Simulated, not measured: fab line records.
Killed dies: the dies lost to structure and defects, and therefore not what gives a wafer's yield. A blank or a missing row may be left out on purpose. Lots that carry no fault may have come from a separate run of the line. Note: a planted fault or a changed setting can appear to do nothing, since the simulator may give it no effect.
Which of the tools did it?    flow sky130    72 wafers from 24 lots sampled at 4 of the route's 708 steps

WHAT THE GAUGES SHOWED, per wafer
SKY_VIA4_OVL_MEAS_11.
lot   measured      on          VIA4_OVL (nm)
L074  day 42 15:17  overlay-01  -0.8 2.2 -0.4
L075  day 43 05:00  overlay-01  -1.5 2.0 0.4
L076  day 43 06:26  overlay-02  -1.4 -3.1 -2.3
L077  day 43 21:11  overlay-01  1.9 -0.2 1.0
L078  day 43 21:46  overlay-02  0.6 -0.9 1.2
L079  day 44 11:29  overlay-02  -0.7 -1.1 -2.8
L080  day 44 12:29  overlay-02  -2.6 -3.4 -1.7
L081  day 44 18:53  overlay-01  0.6 -0.4 0.5
L083  day 45 12:46  overlay-02  -1.3 -2.6 -1.9
L082  day 45 13:29  overlay-02  -2.4 -1.4 -2.0
L084  day 45 21:17  overlay-02  -2.3 -4.3 -4.2
L085  day 45 21:19  overlay-01  -3.5 1.8 -1.2
L086  day 46 02:07  overlay-02  -1.4 -2.8 -3.1
L087  day 46 07:19  overlay-02  -2.9 -1.0 -0.8
L088  day 46 14:19  overlay-02  -0.9 -3.8 -2.9
L089  day 46 22:16  overlay-01  -1.5 1.4 -0.1
L090  day 47 03:46  overlay-02  -0.7 -3.5 -2.6
L092  day 47 07:19  overlay-01  1.8 3.0 0.8
L091  day 47 10:40  overlay-01  -1.4 -0.2 -1.1
L093  day 47 17:22  overlay-01  -0.7 0.3 -1.6
L094  day 47 22:10  overlay-01  -1.3 -1.8 -3.3
L095  day 48 01:22  overlay-02  -2.0 -2.5 -2.0
L096  day 48 11:55  overlay-01  0.8 -1.5 -0.5
L097  day 48 16:49  overlay-01  0.3 -1.7 -0.5

SKY_VIA4_THK_MEAS_20: measures by xrf.
lot   measured      on             VIA4_W_THK (nm)
L074  day 42 16:25  film-metro-01  523 526 518
L075  day 43 06:11  film-metro-03  515 516 516
L076  day 43 07:28  film-metro-03  518 513 524
L077  day 43 22:13  film-metro-03  510 507 517
L078  day 43 22:48  film-metro-04  520 526 512
L079  day 44 12:34  film-metro-01  527 536 516
L080  day 44 13:34  film-metro-01  534 529 509
L081  day 44 19:58  film-metro-04  519 530 514
L083  day 45 13:50  film-metro-03  521 513 518
L082  day 45 14:31  film-metro-04  524 522 522
L084  day 45 22:19  film-metro-01  517 515 533
L085  day 45 22:21  film-metro-04  507 503 517
L086  day 46 03:10  film-metro-04  515 529 533
L087  day 46 08:22  film-metro-01  514 514 521
L088  day 46 15:22  film-metro-03  519 505 516
L089  day 46 23:19  film-metro-04  511 529 514
L090  day 47 04:50  film-metro-03  505 526 507
L092  day 47 08:21  film-metro-01  533 517 532
L091  day 47 11:42  film-metro-03  503 517 504
L093  day 47 18:34  film-metro-04  504 511 506
L094  day 47 23:21  film-metro-01  512 514 506
L095  day 48 02:25  film-metro-04  508 523 521
L096  day 48 13:14  film-metro-04  518 525 521
L097  day 48 17:51  film-metro-04  528 510 529

EACH LOT AND THE TOOL THAT RAN IT (in order: tool; ch and the chambers of the sampled wafers; start)
lot   SKY_VIA4_CMP_02                SKY_VIA4_CVD_18
L074  cmp-02 ch 0,2,3, day 41 15:41  cvd-w-02 ch 0,1, day 42 16:10
L075  cmp-02 ch 0,1,2, day 42 05:46  cvd-w-01 ch 1, day 43 05:53
L076  cmp-01 ch 0,2,3, day 42 07:29  cvd-w-02 ch 0,1, day 43 07:11
L077  cmp-02 ch 0,3, day 42 22:05    cvd-w-02 ch 0,1, day 43 21:59
L078  cmp-01 ch 0,2,3, day 42 23:47  cvd-w-02 ch 0,1, day 43 22:32
L079  cmp-02 ch 0,2,3, day 43 12:35  cvd-w-01 ch 0,1, day 44 12:18
L080  cmp-02 ch 1,3, day 43 13:59    cvd-w-01 ch 0,1, day 44 13:17
L081  cmp-02 ch 0,1,3, day 43 20:26  cvd-w-02 ch 0,1, day 44 19:41
L083  cmp-02 ch 0,1,2, day 44 15:19  cvd-w-01 ch 1, day 45 13:34
L082  cmp-01 ch 1,3, day 44 16:13    cvd-w-02 ch 0, day 45 14:15
L084  cmp-02 ch 0,3, day 44 23:56    cvd-w-01 ch 0,1, day 45 22:02
L085  cmp-01 ch 0,2,3, day 45 00:07  cvd-w-02 ch 0,1, day 45 22:05
L086  cmp-01 ch 0,2, day 45 05:20    cvd-w-02 ch 0,1, day 46 02:53
L087  cmp-01 ch 1,3, day 45 10:10    cvd-w-02 ch 1, day 46 08:05
L088  cmp-01 ch 0,2,3, day 45 17:13  cvd-w-01 ch 0,1, day 46 15:05
L089  cmp-02 ch 1,3, day 46 01:08    cvd-w-02 ch 0,1, day 46 23:02
L090  cmp-01 ch 1,2, day 46 07:17    cvd-w-02 ch 0,1, day 47 04:34
L092  cmp-01 ch 1,2,3, day 46 10:59  cvd-w-01 ch 0,1, day 47 08:05
L091  cmp-01 ch 1,2,3, day 46 14:26  cvd-w-01 ch 0,1, day 47 11:26
L093  cmp-01 ch 1,2,3, day 46 21:56  cvd-w-02 ch 1, day 47 18:08
L094  cmp-01 ch 0,2,3, day 47 02:31  cvd-w-02 ch 1, day 47 22:56
L095  cmp-02 ch 1,2, day 47 06:10    cvd-w-01 ch 0,1, day 48 02:08
L096  cmp-01 ch 0,1,3, day 47 15:59  cvd-w-01 ch 1, day 48 12:58
L097  cmp-02 ch 0,2,3, day 47 21:55  cvd-w-02 ch 0,1, day 48 17:35
- SKY_VIA4_CMP_02: polishes SiO2.
- SKY_VIA4_CVD_18: deposits W, target thk 505 nm, time 152.14 s.

WHAT THE TOOLS THEMSELVES READ (means of the sampled wafers that have a number; where no wafer has one, the mark that the record gives instead)
SKY_VIA4_CMP_02.
lot   tool    motor-current-A (A)
L074  cmp-02  12.9
L075  cmp-02  12.2
L076  cmp-01  13.0
L077  cmp-02  12.9
L078  cmp-01  13.1
L079  cmp-02  12.2
L080  cmp-02  12.9
L081  cmp-02  12.9
L083  cmp-02  12.5
L082  cmp-01  14.1
L084  cmp-02  13.2
L085  cmp-01  13.0
L086  cmp-01  12.8
L087  cmp-01  13.8
L088  cmp-01  12.7
L089  cmp-02  12.4
L090  cmp-01  13.6
L092  cmp-01  13.7
L091  cmp-01  14.0
L093  cmp-01  13.2
L094  cmp-01  13.2
L095  cmp-02  12.2
L096  cmp-01  12.4
L097  cmp-02  12.5

SKY_VIA4_CVD_18.
lot   tool      heater-power-w (W)
L074  cvd-w-02  826
L075  cvd-w-01  672
L076  cvd-w-02  829
L077  cvd-w-02  833
L078  cvd-w-02  936
L079  cvd-w-01  748
L080  cvd-w-01  750
L081  cvd-w-02  837
L083  cvd-w-01  668
L082  cvd-w-02  1048
L084  cvd-w-01  825
L085  cvd-w-02  829
L086  cvd-w-02  935
L087  cvd-w-02  717
L088  cvd-w-01  743
L089  cvd-w-02  837
L090  cvd-w-02  826
L092  cvd-w-01  758
L091  cvd-w-01  837
L093  cvd-w-02  726
L094  cvd-w-02  722
L095  cvd-w-01  759
L096  cvd-w-01  661
L097  cvd-w-02  928

THE ANSWER, worked out from the rows above alone
Rule: usual is defined by the lots themselves. Put in order of their means at a reading, lots are off if they are a third of the lots or fewer, leave a main group of 4 or more, and stand apart from it by a gap of 3 or more times the standard deviation of the main group's means; of several such gaps the widest counts. Not used: any main group whose means are identical at the precision the tables above print for the reading. A lot without any number at a reading at which 4 lots or more have one is off too. All remaining lots with rows at the step are treated as sound. The gauges are gone through in route order, then the tools' own readings, and for those a lot's mean is taken as printed above. At the first step where some lot is off, the reading lying furthest off is the one used; lots without a number count as furthest.
No lot is off on any of the readings shown, so nothing can be concluded from this.

WHAT WAS PUT IN BY THE SIMULATOR
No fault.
